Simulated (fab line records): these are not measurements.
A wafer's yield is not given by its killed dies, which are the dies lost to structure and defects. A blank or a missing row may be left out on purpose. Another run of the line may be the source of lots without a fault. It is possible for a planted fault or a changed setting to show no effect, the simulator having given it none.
A struck lot beside a sound one + flow sky130 + 15 steps out of a route of 708
Sound: wafers L220.2, L220.4, L220.6. Struck: wafer L226.5. (L226.3, L226.6 of the same lot were not struck and are left out.) The cause comes at the end.
Per side, at each step with rows, come the tool, then ch with its chambers, and then its first start. Under that, the readings that differ: sound wafers + struck wafers + difference of the means + sigmas: that difference in standard deviations of wafers without a fault.
alike: readings with means less than 2 such deviations apart, plus words and numbers identical on both sides. not compared: withheld readings, readings lacking a value on some wafer, bounds such as >300 that could conceal the same value, and numbers that have no deviation in the record and whose values overlap.
Wherever a step has rows on one side only, a row that says differs or no value, or a row with sigmas, the two part there. Numbers that don't overlap but have no deviation are shown without sigmas and don't part them. A reading missing from all wafers of one side parts the sides only when that side holds two or more wafers.

first, 1 step without rows for these wafers: SKY_VIA4_DEVELOP_10 (develop time 60 s).
SKY_VIA4_OVL_MEAS_11:
  struck on overlay-01, day 47 00:48; sound on overlay-02, day 45 17:59
| reading       | sound       | struck | difference | sigmas |
|---------------|-------------|--------|------------|--------|
| VIA4_OVL (nm) | 0.0 1.6 1.7 | -2.0   | -3.1       | -2     |
SKY_VIA4_ETCH_12: etches SiO2 in C4F8/O2/Ar, stops on TiN, target depth 580 nm.
  sound on rie_diel-04 ch 0,1,3, day 45 18:01; struck on rie_diel-01 ch 3, day 47 00:49
  alike: oes_product_au
SKY_VIA4_STRIP_13: strips in O2/N2.
  sound on plasma_asher-04 ch 0,1, day 45 18:05; struck on plasma_asher-04 ch 0, day 47 00:56
  alike: drypump_motor_current_A, oes_product_au, strip_time_to_endpoint_s
  not compared: rf_hours_counter_h
then, 3 steps without rows for these wafers: SKY_VIA4_STRIP_14 (strips in post etch residue remover, time 1200 s); SKY_VIA4_CLEAN_15 (cleans in IPA, time 180 s); SKY_VIA4_CLEAN_16 (cleans in O3/DIW).
SKY_VIA4_SPUTTER_17: material TiN, target thk 20 nm, time 80 s.
  struck on pvd_sputter-01, day 47 01:32; sound on pvd_sputter-02, day 45 18:41
| reading                | sound          | struck | difference | sigmas |
|------------------------|----------------|--------|------------|--------|
| throttle_valve_pct (%) | 30.2 30.4 30.3 | 28.7   | -1.6       | -3     |
SKY_VIA4_CVD_18: deposits W, target thk 505 nm, time 152.14 s.
  sound on cvd_w-02 ch 0,1, day 45 18:45; struck on cvd_w-02 ch 0, day 47 01:38
  alike: heater_power_w
SKY_VIA4_RS_MEAS_19: measures by four-point-probe.
  struck on film_metro-02, day 47 01:47; sound on film_metro-03, day 45 18:56
  alike: VIA4_W_RS
SKY_VIA4_THK_MEAS_20: measures by xrf.
  struck on film_metro-02, day 47 01:53; sound on film_metro-03, day 45 19:02
  alike: VIA4_W_THK
then, 1 step without rows for these wafers: SKY_VIA4_CMP_21 (polishes, stops on SiO2, t overpolish 25 s, target thk 0 nm).
SKY_METAL5_SPUTTER_00: material Ti, target thk 15 nm, time 10 s.
  struck on pvd_sputter-01, day 47 02:13; sound on pvd_sputter-01, day 45 19:23
| reading                                   | sound            | struck | difference | sigmas |
|-------------------------------------------|------------------|--------|------------|--------|
| model.Ti_of_METAL5_SPUTTER_00.thk_nm (nm) | 15.18 15.1 15.25 | 16.47  | +1.29      |        |
  alike: throttle_valve_pct
SKY_METAL5_SPUTTER_01: material TiN, target thk 20 nm, time 16.7 s.
  struck on pvd_sputter-01, day 47 02:14; sound on pvd_sputter-01, day 45 19:25
  alike: throttle_valve_pct
SKY_PAD_OPEN_PROBE_99:
  sound wafers here have rows in the record (prober-01, day 48 11:01); struck ones have none

## WHERE THEY PART
Last at SKY_PAD_OPEN_PROBE_99 as far as this record goes, first at SKY_VIA4_OVL_MEAS_11.

WHY: whatever the simulator had introduced
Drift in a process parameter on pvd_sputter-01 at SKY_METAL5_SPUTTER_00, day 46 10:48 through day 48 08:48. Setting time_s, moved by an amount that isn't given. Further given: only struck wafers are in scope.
